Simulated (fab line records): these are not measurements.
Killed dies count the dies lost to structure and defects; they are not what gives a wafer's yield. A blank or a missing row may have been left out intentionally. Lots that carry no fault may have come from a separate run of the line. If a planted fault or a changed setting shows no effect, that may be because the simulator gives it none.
Problem report in the 8D (eight disciplines) form, filled by code + flow gf180mcu + the parts of the form that need people (team, actions taken, sign-off) are left out

1. THE PROBLEM
Across 2 wafers from 2 lots, V5_CVD_00_THK at GF_V5_THK_MEAS_01 averages 359.8 nm, while fault-free wafers read 299.3 nm with a standard deviation of 2.4. That puts it +25 standard deviations away from the usual mean.
First seen on wafer L745.1, day 31 06:56, on filmMetro-02. Wafers with a number at this step in the record: 36, from 12 lots. Rule for "out", or "out of limits": more than 4 standard deviations from the usual mean. All remaining wafers that have a number are taken as sound.

2. WHAT IT IS; WHAT IT IS NOT
| question                    | is                         | is not                                                                          |
|-----------------------------|----------------------------|---------------------------------------------------------------------------------|
| which readings at this step | V5_CVD_00_THK              | -                                                                               |
| which lots                  | L745, L750                 | L729, L731, L732, L733, L738, L739, L740, L744, L751, L752                      |
| which wafers of those lots  | L745.1, L750.6             | L745.2, L745.6, L750.4, L750.5                                                  |
| read on which gauges        | filmMetro-02, filmMetro-03 | -                                                                               |
| when                        | from day 31 06:56          | up to then (26 sound wafers); but 8 sound wafers of L750, L751, L752 came after |

3. WHAT RULES OUT EACH SUSPECT
Counting: if a tool at a process step up to the reading ran every lot that is out, it stays a suspect. Sound lots after the first of them don't rule it out here, since some wafers of a struck lot are sound.
- the gauge at GF_V5_THK_MEAS_01 has been ruled out. 2 gauges (filmMetro-02, filmMetro-03) read the wafers that are out.
- pvdSputter-01 at GF_MIM_SPUTTER_01 (material TiN, target thk 30 nm, time 25 s): kept. It ran every lot that is out, first L745 (day 29 17:49); its last sound lot up to then is L740 (day 28 01:53).
- hdpcvd-02 at GF_V5_CVD_00 (deposits SiO2, target thk 300 nm, time 50 s): kept. It ran every lot that is out, first L745 (day 31 06:53); its last sound lot up to then is L744 (day 30 21:25). On those wafers its own readings are out: sih4FlowSccm.
- In hdpcvd-02 at GF_V5_CVD_00, the wafers that are out were processed in chamber 1 and their sound lot-mates in chambers 0, 2.
What counting leaves: pvdSputter-01 at GF_MIM_SPUTTER_01 and hdpcvd-02 at GF_V5_CVD_00.

4. THE CAUSE (what the simulator had put in)
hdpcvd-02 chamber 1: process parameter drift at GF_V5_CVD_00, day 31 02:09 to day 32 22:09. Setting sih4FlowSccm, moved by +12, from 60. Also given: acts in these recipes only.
Counting left 2 suspects, and this tool is among them.

5. THE EFFECT CHAIN, in route order
Each row: a reading whose mean over the struck wafers that have a number lies more than 3 standard deviations from the usual. Readings are gone through only where the record gives a usual standard deviation; hours: the median, over the lots, of the time from a lot's start at the first step in this table giving one to that lot's start at this step; sigmas: the change measured in usual standard deviations.
| hours | step              | reading       | usual      | on struck wafers | change | sigmas |
|-------|-------------------|---------------|------------|------------------|--------|--------|
| 0     | GF_V5_CVD_00      | sih4FlowSccm  | 59.98 sccm | 71.91            | +11.93 | +63    |
| 0     | GF_V5_THK_MEAS_01 | V5_CVD_00_THK | 299.3 nm   | 359.8            | +60.4  | +25    |
Process steps it contains:
- GF_V5_CVD_00: deposits SiO2, target thk 300 nm, time 50 s.
Later steps that measure or inspect, where all struck wafers having a row at the step show a number for every such reading and not one has moved that far: GF_V5_CD_MEAS_14.

6. HOW IT WOULD HAVE BEEN CAUGHT EARLIER
The first out-of-limits reading at a measuring or inspecting step in this record came at day 31 06:56, 5 hours after the fault's start at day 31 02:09.
The tool's own readings at GF_V5_CVD_00 were out on every struck wafer that the step has a row for (sih4FlowSccm): an alarm limit on them would have fired on the first of those.
Of the lots that are out (2), L750 began GF_V5_CVD_00 on hdpcvd-02 after day 31 06:56. A tool hold placed at that time would have kept it from harm.
